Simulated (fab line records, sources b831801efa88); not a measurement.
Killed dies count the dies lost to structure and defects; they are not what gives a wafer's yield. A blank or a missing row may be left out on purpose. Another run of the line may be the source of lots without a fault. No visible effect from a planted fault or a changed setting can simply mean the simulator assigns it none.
fab line records -- flow sky130
record: lots: 12, wafers: 36, last-day: 50
route steps=708 shown VT_ADJUST_LVTN@104 SONOS_ONO@168 PAD_OPEN@708
lots with no fault: from the same line, run without faults
start-h: start of the lot's first displayed wafer, in hours after the record's first day -- wait-h: hours since the lot's step before -- " the same as in the row above -- L1.1+2: one row covering several wafers at once -- - no value present, or no start provided -- * or withheld: withheld -- < > ~ a bound
route shown NAME@n: NAME is a module with steps in the file, n the number in the route of the first one -- usual: average and standard deviation across the fault-free wafers -- same: alike in all rows -- chamber/n: place in a boat -- sites: the reading at each site -- _std_site: how widely they spread, as a standard deviation -- _edge_site: mean of outer sites minus mean of inner sites -- radius-mm: how far each site lies from the wafer's centre -- mask NAME#n: copy n -- behind: the tool/chamber that last shaped the wafer -- hold: reason for holding the lot/hours on hold/outcome of the hold -- device: whichever transistor did not switch (one of n, p or np) -- end of line: tests run on the same wafers once the route is complete -- a step without rows: its recipe alone -- killed: not the wafer's yield, but the dies lost to structure and defects at the first sort -- map: a wafer's dies, marking killed ones x, the rest . and places with no die _
set.NAME: the run value of the setting; set.NAME@STEP: its run value at that earlier step -- model.NAME: the simulator's own value behind a step, which no gauge read
a sample of lots followed through the steps of the route, with each step as a table and each wafer as a row
services: from which hour (start-h, from the record's first day; less than 0 if before it) a tool's chamber was out of use, for how many hours, and why
== steps ==
step: SKY_VT_ADJUST_LVTN_OVL_MEAS_07
usual: VT_ADJUST_LVTN_OVL: 0.9/1.4
lot.wafer,tool,chamber,start-h,wait-h,VT_ADJUST_LVTN_OVL[nm]
L644.1,overlay-02,-,150.38,-,5.1
L644.4,overlay-02,-,150.38,-,4.1
L644.6,overlay-02,-,150.38,-,1.7
L646.1,overlay-01,-,159.63,-,0.5
L646.5,overlay-01,-,159.63,-,2.4
L646.6,overlay-01,-,159.63,-,1.1
L648.1,overlay-01,-,179.38,-,-1.0
L648.2,overlay-01,-,179.38,-,-0.4
L648.4,overlay-01,-,179.38,-,0.0
L649.2,overlay-01,-,180.66,-,1.2
L649.3,overlay-01,-,180.66,-,1.2
L649.6,overlay-01,-,180.66,-,1.9
L652.1,overlay-02,-,202.51,-,1.8
L652.3,overlay-02,-,202.51,-,2.3
L652.5,overlay-02,-,202.51,-,2.2
L653.1,overlay-02,-,204.71,-,-0.9
L653.3,overlay-02,-,204.71,-,-1.2
L653.6,overlay-02,-,204.71,-,0.6
L658.1,overlay-02,-,241.21,-,0.7
L658.2,overlay-02,-,241.21,-,0.0
L658.4,overlay-02,-,241.21,-,-2.4
L659.2,overlay-01,-,250.06,-,2.3
L659.3,overlay-01,-,250.06,-,0.3
L659.5,overlay-01,-,250.06,-,0.8
L661.4,overlay-02,-,263.62,-,1.2
L661.5,overlay-02,-,263.62,-,2.2
L661.6,overlay-02,-,263.62,-,0.9
L662.3,overlay-02,-,271.92,-,0.7
L662.4,overlay-02,-,271.92,-,2.9
L662.6,overlay-02,-,271.92,-,1.6
L665.2,overlay-02,-,290.71,-,-0.8
L665.5,overlay-02,-,290.71,-,-0.1
L665.6,overlay-02,-,290.71,-,1.0
L666.2,overlay-01,-,293.01,-,3.4
L666.3,overlay-01,-,293.01,-,0.8
L666.5,overlay-01,-,293.01,-,0.9
step: SKY_SONOS_ONO_OXIDATION_00
recipe: temp-c: 800, ambient: O2, idle-temp-c: 700, ramp-up-c-per-min: 10, ramp-down-c-per-min: 3, stabilise-s: 600, purge-s: 300, target-thk-a: 26, ox-time-s: 1249
usual: spike-tc-centre-C: 800.2/0.93, zone-power-bottom-pct: 21.9/1.8, zone-power-centre-pct: 12.2/0.37
lot.wafer,tool,chamber,start-h,wait-h,spike-tc-centre-C,zone-power-bottom-pct,zone-power-centre-pct
L644.1,furnace-02,0,263.42,2.0,800.5,20.3,12.5
L644.4,furnace-02,0,263.42,2.0,799.2,20.3,12.7
L644.6,furnace-02,0,263.42,2.0,800.7,20.4,12.7
L646.1,furnace-01,0,274.32,1.5,799.3,24.2,11.8
L646.5,furnace-01,0,274.32,1.5,799.1,23.5,11.9
L646.6,furnace-01,0,274.32,1.5,798.8,24.2,12.1
L648.1,furnace-02,0,296.70,0.5,798.6,20.2,12.4
L648.2,furnace-02,0,296.70,0.5,801.3,20.2,12.5
L648.4,furnace-02,0,296.70,0.5,800.0,20.4,12.7
L648.1,furnace-02,0,299.22,1.2,799.8,20.3,12.5
L648.2,furnace-02,0,299.22,1.2,802.2,20.2,12.6
L648.4,furnace-02,0,299.22,1.2,800.7,20.2,12.7
L649.2,furnace-02,0,299.40,0.0,800.6,20.4,12.5
L649.3,furnace-02,0,299.40,0.0,799.3,20.4,12.3
L649.6,furnace-02,0,299.40,0.0,803.1,20.1,12.5
L652.1,furnace-01,0,325.00,0.0,800.1,23.9,11.6
L652.3,furnace-01,0,325.00,0.0,799.8,24.2,11.9
L652.5,furnace-01,0,325.00,0.0,799.9,24.1,11.9
L652.1,furnace-02,0,326.68,0.3,801.1,20.0,12.4
L652.3,furnace-02,0,326.68,0.3,801.0,20.5,12.7
L652.5,furnace-02,0,326.68,0.3,801.7,20.4,12.6
L653.1,furnace-01,0,326.34,0.8,800.7,24.1,11.9
L653.3,furnace-01,0,326.34,0.8,800.5,24.1,11.8
L653.6,furnace-01,0,326.34,0.8,801.3,23.9,11.7
L653.1,furnace-01,0,329.08,1.4,802.5,24.1,11.8
L653.3,furnace-01,0,329.08,1.4,800.4,23.8,11.8
L653.6,furnace-01,0,329.08,1.4,800.6,24.2,11.8
L658.1,furnace-02,0,371.63,0.2,800.3,20.3,12.4
L658.2,furnace-02,0,371.63,0.2,800.9,20.8,12.6
L658.4,furnace-02,0,371.63,0.2,800.3,20.4,12.7
L659.2,furnace-01,0,382.14,0.7,798.6,24.1,11.9
L659.3,furnace-01,0,382.14,0.7,800.7,23.8,11.8
L659.5,furnace-01,0,382.14,0.7,799.8,24.1,11.7
L661.4,furnace-02,0,396.63,0.9,800.3,20.0,12.6
L661.5,furnace-02,0,396.63,0.9,800.8,20.1,12.5
L661.6,furnace-02,0,396.63,0.9,800.1,20.4,12.6
L662.3,furnace-02,0,408.94,0.0,798.4,20.3,12.5
L662.4,furnace-02,0,408.94,0.0,800.2,20.1,12.4
L662.6,furnace-02,0,408.94,0.0,800.3,20.7,12.5
L665.2,furnace-01,0,432.04,0.6,801.3,24.1,11.8
L665.5,furnace-01,0,432.04,0.6,801.3,24.4,11.8
L665.6,furnace-01,0,432.04,0.6,800.0,24.0,12.1
L666.2,furnace-01,0,434.92,1.1,798.4,24.1,12.0
L666.3,furnace-01,0,434.92,1.1,799.7,24.1,11.7
L666.5,furnace-01,0,434.92,1.1,800.3,23.8,11.7
step: SKY_SONOS_ONO_THK_MEAS_01
recipe: reads: SiO2_of_SONOS_ONO_OXIDATION_00
usual: SONOS_ONO_OXIDATION_THK: 2.61/0.063
lot.wafer,tool,chamber,start-h,wait-h,SONOS_ONO_OXIDATION_THK[nm]
L644.1,film-metro-03,-,264.77,0.0,2.71
L644.4,film-metro-03,-,264.77,0.0,2.68
L644.6,film-metro-03,-,264.77,0.0,2.73
L646.1,film-metro-03,-,275.66,0.0,2.64
L646.5,film-metro-03,-,275.66,0.0,2.63
L646.6,film-metro-03,-,275.66,0.0,2.56
L648.1,film-metro-02,-,300.56,0.0,4.50
L648.2,film-metro-02,-,300.56,0.0,4.46
L648.4,film-metro-02,-,300.56,0.0,4.50
L649.2,film-metro-03,-,300.76,0.0,2.58
L649.3,film-metro-03,-,300.76,0.0,2.68
L649.6,film-metro-03,-,300.76,0.0,2.65
L652.1,film-metro-02,-,328.04,0.0,4.47
L652.3,film-metro-02,-,328.04,0.0,4.45
L652.5,film-metro-02,-,328.04,0.0,4.36
L653.1,film-metro-01,-,330.43,0.0,4.35
L653.3,film-metro-01,-,330.43,0.0,4.31
L653.6,film-metro-01,-,330.43,0.0,4.31
L658.1,film-metro-03,-,372.98,0.0,2.66
L658.2,film-metro-03,-,372.98,0.0,2.71
L658.4,film-metro-03,-,372.98,0.0,2.63
L659.2,film-metro-01,-,383.50,0.0,2.55
L659.3,film-metro-01,-,383.50,0.0,2.52
L659.5,film-metro-01,-,383.50,0.0,2.59
L661.4,film-metro-01,-,398.01,0.0,2.51
L661.5,film-metro-01,-,398.01,0.0,2.52
L661.6,film-metro-01,-,398.01,0.0,2.49
L662.3,film-metro-03,-,410.31,0.0,2.68
L662.4,film-metro-03,-,410.31,0.0,2.64
L662.6,film-metro-03,-,410.31,0.0,2.60
L665.2,film-metro-01,-,433.40,0.0,2.60
L665.5,film-metro-01,-,433.40,0.0,2.61
L665.6,film-metro-01,-,433.40,0.0,2.58
L666.2,film-metro-03,-,436.28,0.0,2.48
L666.3,film-metro-03,-,436.28,0.0,2.50
L666.5,film-metro-03,-,436.28,0.0,2.47
step: SKY_SONOS_ONO_OVL_MEAS_14
usual: SONOS_ONO_OVL: -0.5/1.1
lot.wafer,tool,chamber,start-h,wait-h,SONOS_ONO_OVL[nm]
L644.1,overlay-02,-,292.73,0.1,-1.2
L644.4,overlay-02,-,292.73,0.1,-0.9
L644.6,overlay-02,-,292.73,0.1,-1.8
L646.1,overlay-01,-,306.88,0.1,0.6
L646.5,overlay-01,-,306.88,0.1,0.0
L646.6,overlay-01,-,306.88,0.1,-1.1
L649.2,overlay-01,-,330.18,0.1,0.8
L649.3,overlay-01,-,330.18,0.1,-0.1
L649.6,overlay-01,-,330.18,0.1,-2.5
L648.1,overlay-01,-,331.08,0.1,-1.3
L648.2,overlay-01,-,331.08,0.1,-1.3
L648.4,overlay-01,-,331.08,0.1,-0.7
L652.1,overlay-01,-,364.93,0.1,-0.4
L652.3,overlay-01,-,364.93,0.1,-1.4
L652.5,overlay-01,-,364.93,0.1,-0.4
L653.1,overlay-01,-,365.23,0.1,-1.1
L653.3,overlay-01,-,365.23,0.1,-0.7
L653.6,overlay-01,-,365.23,0.1,-0.3
L658.1,overlay-01,-,406.58,0.1,0.6
L658.2,overlay-01,-,406.58,0.1,0.3
L658.4,overlay-01,-,406.58,0.1,1.3
L659.2,overlay-02,-,416.93,0.1,0.5
L659.3,overlay-02,-,416.93,0.1,-0.6
L659.5,overlay-02,-,416.93,0.1,-0.7
L661.4,overlay-01,-,431.60,0.1,-0.3
L661.5,overlay-01,-,431.60,0.1,-3.2
L661.6,overlay-01,-,431.60,0.1,-0.1
L662.3,overlay-01,-,445.59,0.1,0.4
L662.4,overlay-01,-,445.59,0.1,0.4
L662.6,overlay-01,-,445.59,0.1,-1.2
L666.2,overlay-01,-,469.83,0.1,-3.4
L666.3,overlay-01,-,469.83,0.1,-0.1
L666.5,overlay-01,-,469.83,0.1,0.4
L665.2,overlay-02,-,469.88,0.1,-0.5
L665.5,overlay-02,-,469.88,0.1,-1.5
L665.6,overlay-02,-,469.88,0.1,-0.3
step: SKY_SONOS_ONO_ETCH_15
recipe: target-depth-nm: 19.52, chemistry: CHF3/O2, source-w: 600, bias-w: 200, pressure-mtorr: 40, chf3-flow-sccm: 50, O2_flow_sccm: 5, time-s: 7.8
usual: chf3-flow-sccm: 50.00/0.15, drypump-motor-current-A: 5.7/0.39, oes-product-au: 0.999/0.0074, rf-fwd-power-W: 589.1/2.6, throttle-valve-pct: 8.824/0.0096
lot.wafer,tool,chamber,start-h,wait-h,chf3-flow-sccm,drypump-motor-current-A,oes-product-au,rf-fwd-power-W,rf-hours-counter-h,throttle-valve-pct
L644.1,rie-diel-02,2,292.76,0.0,50.03,6.0,1.006,592.2,119,8.812
L644.4,rie-diel-02,0,292.76,0.0,50.04,5.7,0.992,590.5,9,8.813
L644.6,rie-diel-02,3,292.76,0.0,49.79,4.8,0.997,587.3,-,8.818
L646.1,rie-diel-04,2,306.91,0.0,49.77,6.1,1.002,587.8,56,8.819
L646.5,rie-diel-04,1,306.91,0.0,50.00,5.4,1.001,589.8,-,8.831
L646.6,rie-diel-04,0,306.91,0.0,50.08,6.2,1.011,587.0,-,8.829
L649.2,rie-diel-03,3,330.21,0.0,50.15,5.6,0.992,589.9,118,8.827
L649.3,rie-diel-03,2,330.21,0.0,49.72,6.1,1.009,585.7,50,8.832
L649.6,rie-diel-03,2,330.21,0.0,49.67,6.1,1.007,588.1,-,8.826
L648.1,rie-diel-04,0,331.11,0.0,50.05,6.2,1.003,584.3,1,8.814
L648.2,rie-diel-04,2,331.11,0.0,50.13,6.1,0.990,589.8,57,8.821
L648.4,rie-diel-04,3,331.11,0.0,50.10,5.6,0.995,589.8,2,8.814
L652.1,rie-diel-03,3,364.96,0.0,50.09,5.7,0.983,592.3,0,8.818
L652.3,rie-diel-03,1,364.96,0.0,50.16,5.7,0.994,589.1,29,8.841
L652.5,rie-diel-03,3,364.96,0.0,49.74,5.7,0.988,591.7,-,8.826
L653.1,rie-diel-02,0,365.26,0.0,50.21,5.7,1.002,592.2,11,8.839
L653.3,rie-diel-02,1,365.26,0.0,49.94,5.5,1.012,588.2,76,8.837
L653.6,rie-diel-02,1,365.26,0.0,50.09,5.4,1.007,590.3,-,8.816
L658.1,rie-diel-03,1,406.61,0.0,49.79,5.7,0.997,588.3,30,8.811
L658.2,rie-diel-03,0,406.61,0.0,50.11,5.7,0.982,590.7,32,8.827
L658.4,rie-diel-03,3,406.61,0.0,50.11,5.6,0.999,590.7,1,8.831
L659.2,rie-diel-04,2,416.96,0.0,49.94,6.1,0.994,588.7,58,8.845
L659.3,rie-diel-04,0,416.96,0.0,50.06,6.2,1.005,585.2,2,8.815
L659.5,rie-diel-04,1,416.96,0.0,49.77,5.4,0.983,591.4,-,8.823
L661.4,rie-diel-02,3,431.61,0.0,50.27,4.8,1.011,588.9,5,8.833
L661.5,rie-diel-02,3,431.61,0.0,49.96,4.8,0.998,586.7,-,8.824
L661.6,rie-diel-02,0,431.61,0.0,50.01,5.7,1.016,591.1,-,8.831
L662.3,rie-diel-02,0,445.61,0.0,49.99,5.7,1.004,589.5,13,8.836
L662.4,rie-diel-02,1,445.61,0.0,49.88,5.4,1.000,592.1,78,8.824
L662.6,rie-diel-02,0,445.61,0.0,49.98,5.7,1.008,589.0,-,8.818
L666.2,rie-diel-04,1,469.86,0.0,49.70,5.4,0.978,593.1,1,8.821
L666.3,rie-diel-04,3,469.86,0.0,49.91,5.6,0.994,589.5,5,8.836
L666.5,rie-diel-04,1,469.86,0.0,49.95,5.4,0.988,592.2,-,8.816
L665.2,rie-diel-03,2,469.91,0.0,50.01,6.1,1.008,587.8,53,8.823
L665.5,rie-diel-03,1,469.91,0.0,49.95,5.7,0.995,585.1,-,8.835
L665.6,rie-diel-03,0,469.91,0.0,49.91,5.7,0.994,589.3,-,8.823
step: SKY_PAD_OPEN_PROBE_99
usual: killed_at_M0_to_M3: 44/7.2, killed_at_M4_up: 2.9/1.8, killed-at-contacts: 24/5.6, killed-at-front-end: 15/4.2, killed-at-other: 0.4/0.71, killed-dies: 86/9.2, killed-open: 47/7.2, killed-short: 39/5.7
same: gross-dies: 492, killed-at-back-side: 0
lot.wafer,tool,chamber,start-h,wait-h,killed_at_M0_to_M3,killed_at_M4_up,killed-at-contacts,killed-at-front-end,killed-at-other,killed-dies,killed-open,killed-short
L648.1,prober-02,-,1118.07,0.1,39,3,25,15,0,82,39,42
L648.2,prober-02,-,1118.12,0.1,49,2,32,13,0,96,52,43
L648.4,prober-02,-,1118.22,0.2,57,2,21,9,0,89,49,39
L653.1,prober-01,-,1144.57,0.1,47,3,29,22,0,101,63,37
L653.3,prober-01,-,1144.67,0.2,51,1,33,13,0,98,54,43
L653.6,prober-01,-,1144.82,0.2,48,3,27,17,0,95,51,44
L662.3,prober-01,-,1185.48,0.2,44,3,26,18,0,91,53,38
L662.4,prober-01,-,1185.53,0.2,45,3,31,8,0,87,50,37
L662.6,prober-01,-,1185.63,0.2,53,3,24,14,0,94,57,37
killed by level:class
L648.1 CONTACT:geometric-particle:open=9 VIA3:geometric-particle:open=9 METAL1:geometric-particle:short=8 CONTACT:geometric-particle:short=8 VIA1:geometric-particle:open=8 VIA1:geometric-particle:short=6 LI_CONTACT:geometric-particle:open=5 FIELD_ISO:geometric-particle:short=4
L648.2 VIA1:geometric-particle:open=15 LI_CONTACT:geometric-particle:short=8 CONTACT:geometric-particle:open=8 LI_CONTACT:geometric-particle:open=7 VIA3:geometric-particle:open=7 VIA2:geometric-particle:open=6 LOCAL_INTERCONNECT:geometric-particle:short=5 METAL1:geometric-particle:short=4
L648.4 VIA3:geometric-particle:open=10 LI_CONTACT:geometric-particle:open=9 METAL3:geometric-particle:short=7 VIA1:geometric-particle:short=7 VIA2:geometric-particle:open=7 CONTACT:geometric-particle:open=6 VIA1:geometric-particle:open=5 METAL2:geometric-particle:short=5
L653.1 VIA2:geometric-particle:open=14 LI_CONTACT:geometric-particle:open=11 METAL1:geometric-particle:short=11 VIA3:geometric-particle:open=9 VIA1:geometric-particle:open=7 LOCAL_INTERCONNECT:geometric-particle:short=6 CONTACT:geometric-particle:open=6 FIELD_ISO:geometric-particle:open=4
L653.3 VIA1:geometric-particle:open=17 METAL2:geometric-particle:short=11 CONTACT:geometric-particle:open=7 VIA3:geometric-particle:open=7 LI_CONTACT:geometric-particle:open=6 LOCAL_INTERCONNECT:geometric-particle:short=6 LI_CONTACT:geometric-particle:short=5 CONTACT:geometric-particle:short=5
L653.6 VIA3:geometric-particle:open=11 POLY_GATE:geometric-particle:open=7 LI_CONTACT:geometric-particle:open=7 CONTACT:geometric-particle:open=7 VIA1:geometric-particle:open=7 VIA2:geometric-particle:short=7 METAL2:geometric-particle:short=6 CONTACT:geometric-particle:short=5
L662.3 CONTACT:geometric-particle:open=12 VIA1:geometric-particle:open=9 FIELD_ISO:geometric-particle:short=7 VIA3:geometric-particle:open=7 FIELD_ISO:geometric-particle:open=6 METAL1:geometric-particle:short=6 VIA2:geometric-particle:open=6 LI_CONTACT:geometric-particle:short=4
L662.4 VIA1:geometric-particle:open=13 CONTACT:geometric-particle:open=10 VIA2:geometric-particle:open=8 CONTACT:geometric-particle:short=6 METAL2:geometric-particle:short=6 FIELD_ISO:geometric-particle:open=5 LI_CONTACT:geometric-particle:short=5 LI_CONTACT:geometric-particle:open=5
L662.6 VIA1:geometric-particle:open=11 CONTACT:geometric-particle:open=11 VIA2:geometric-particle:open=10 METAL2:geometric-particle:short=6 METAL1:geometric-particle:short=6 VIA3:geometric-particle:open=6 LOCAL_INTERCONNECT:geometric-particle:short=5 METAL1:geometric-particle:open=5
== services ==
tool,chamber,start-h,hours,kind
rie-diel-04,0,242.22,-,clean
rie-diel-04,0,242.22,27.0,scheduled-down
rie-diel-04,0,242.22,27.0,vent-cycle
rie-diel-04,-,244.48,4.0,repair
rie-diel-04,-,246.90,1.0,repair
rie-diel-03,0,246.96,16.6,repair
furnace-02,-,256.63,3.3,pm
furnace-02,-,259.90,3.5,pm
rie-diel-02,3,270.85,9.3,repair
rie-diel-04,-,316.38,0.3,repair
rie-diel-03,3,316.85,3.8,repair
rie-diel-04,-,350.99,2.8,pm
rie-diel-04,0,353.75,3.3,repair
rie-diel-03,-,354.77,1.1,repair
furnace-01,-,372.45,2.6,pm
rie-diel-04,2,375.60,2.4,repair
rie-diel-04,0,376.24,7.2,repair
rie-diel-04,-,379.64,1.2,repair
rie-diel-02,-,390.89,1.2,repair
rie-diel-04,0,400.47,14.9,repair
furnace-02,-,410.29,3.9,pm
furnace-02,-,426.75,3.1,pm
furnace-01,-,440.87,15.5,pm
rie-diel-02,0,445.81,2.6,repair
== key ==
first-sign: step: SKY_SONOS_ONO_OXIDATION_00, reading: visit, direction: added
effect: step: SKY_SONOS_ONO_THK_MEAS_01, reading: SONOS_ONO_OXIDATION_THK, direction: up, sigmas: 29, usual: 2.61, struck: 4.41
met-at SKY_SONOS_ONO_OXIDATION_00
struck-lots L648,L652,L653
tester-left-out L648,L652,L653
not-acting-at SKY_VT_ADJUST_LVTN_OVL_MEAS_07,SKY_SONOS_ONO_OVL_MEAS_14,SKY_SONOS_ONO_ETCH_15
fault: kind: repeated-step-whole, tool: furnace-01,furnace-02, chamber: -, onset-h: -, steps: SKY_SONOS_ONO_OXIDATION_00, times: 1, scope: struck-lots-only
tester-left-out: of these lots the tester's yield and bins aren't shown, on N5 and GAA mostly nor the transistor test; their killed dies are dies lost to structure and defects alone, not to doping, threshold or leakage, so they don't give the yield
